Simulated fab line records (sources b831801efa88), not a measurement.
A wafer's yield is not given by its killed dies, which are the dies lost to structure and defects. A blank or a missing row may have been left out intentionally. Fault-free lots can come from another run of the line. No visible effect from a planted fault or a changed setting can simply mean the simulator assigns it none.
Split-lot trial | flow sky130 | 23 wafers read from 5 lots, route of 708 steps

== SPLIT DETAILS ==
At SKY_NWELL_IMPLANT_24, the setting energy-kev was moved away from the recipe's 140 on 8 of the 23 wafers read, by +2.2% to +4.4%. For the rest of the wafers, this setting stayed at what the recipe calls for.

Reading taken at the split's own step.

== THE READING ==
implant.drp-nm (the simulator's own value, which no gauge read), in nm, at SKY_NWELL_IMPLANT_24. The file gives no usual value for it.

wafer  | tool, chamber at the split | energy-kev as run | against the recipe | implant.drp-nm, nm | against lot-mates on the recipe
L076.2 | implanter-02, 0            | 140               | recipe             | 95.47              | -
L076.3 | implanter-02, 0            | 140               | recipe             | 95.47              | -
L076.4 | implanter-02, 0            | 140               | recipe             | 95.47              | -
L076.5 | implanter-02, 0            | 140               | recipe             | 95.47              | -
L076.6 | implanter-02, 0            | 140               | recipe             | 95.47              | -
L079.1 | implanter-04, 0            | 140               | recipe             | 95.47              | -
L079.2 | implanter-04, 0            | 140               | recipe             | 95.47              | -
L079.5 | implanter-04, 0            | 140               | recipe             | 95.47              | -
L079.3 | implanter-04, 0            | 146.1             | +4.4%              | 96.99              | +1.52
L079.4 | implanter-04, 0            | 146.1             | +4.4%              | 96.99              | +1.52
L080.1 | implanter-03, 0            | 140               | recipe             | 95.47              | -
L080.5 | implanter-03, 0            | 140               | recipe             | 95.47              | -
L080.3 | implanter-03, 0            | 144.7             | +3.4%              | 96.65              | +1.18
L080.4 | implanter-03, 0            | 144.7             | +3.4%              | 96.65              | +1.18
L080.6 | implanter-03, 0            | 144.7             | +3.4%              | 96.65              | +1.18
L081.1 | implanter-04, 0            | 140               | recipe             | 95.47              | -
L081.2 | implanter-04, 0            | 140               | recipe             | 95.47              | -
L081.6 | implanter-04, 0            | 140               | recipe             | 95.47              | -
L085.1 | implanter-02, 0            | 143.1             | +2.2%              | 96.26              | +0.79
L085.4 | implanter-02, 0            | 143.1             | +2.2%              | 96.26              | +0.79
L085.5 | implanter-02, 0            | 143.1             | +2.2%              | 96.26              | +0.79
L085.2 | implanter-02, 0            | 140               | recipe             | 95.47              | -
L085.6 | implanter-02, 0            | 140               | recipe             | 95.47              | -

FIT RESULTS
A straight line over all 23 wafers: implant.drp-nm changes by +0.351 nm for each +1% of energy-kev; r = +1.00; the points scatter about the line by 0.0055 nm.
The same after taking each lot's own level away (the mean of its wafers on the recipe; 23 wafers): +0.351 nm for each +1%; r = +1.00; scatter 0.0055 nm.
On that fit, the largest move of energy-kev shifts the reading by 1.5 nm.
The lots' own levels span 95.470 to 95.470 nm.
Hence the lot-to-lot level has little effect on the slope; both slopes agree.
Check: +1.53 nm against its lot-mates is what the line predicts for one of the wafers moved furthest among these (+4.4%) when that wafer is left out of the fit. It came out at +1.52 nm against them.

== ADDITIONAL SPLITS CARRIED BY THESE WAFERS ==
These wafers also went through other splits before the reading. Each is held against what the fit with the lots' levels taken away leaves over:
other split on the same wafers  | wafers away from the commonest value | r with implant.drp-nm (lot level and that fit taken away)
SKY_FIELD_ISO_EXPOSE_10 dose-mj | 7                                    | -0.25
SKY_FIELD_ISO_ETCH_17 time-s    | 9                                    | +0.02
SKY_DNWELL_EXPOSE_04 dose-mj    | 9                                    | -0.35
SKY_PWDE_SOFTBAKE_03 temp-c     | 9                                    | +0.21

== FILE'S OWN FIT ==
implant.drp-nm changes by +0.35 nm for each +1% of energy-kev, r = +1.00.
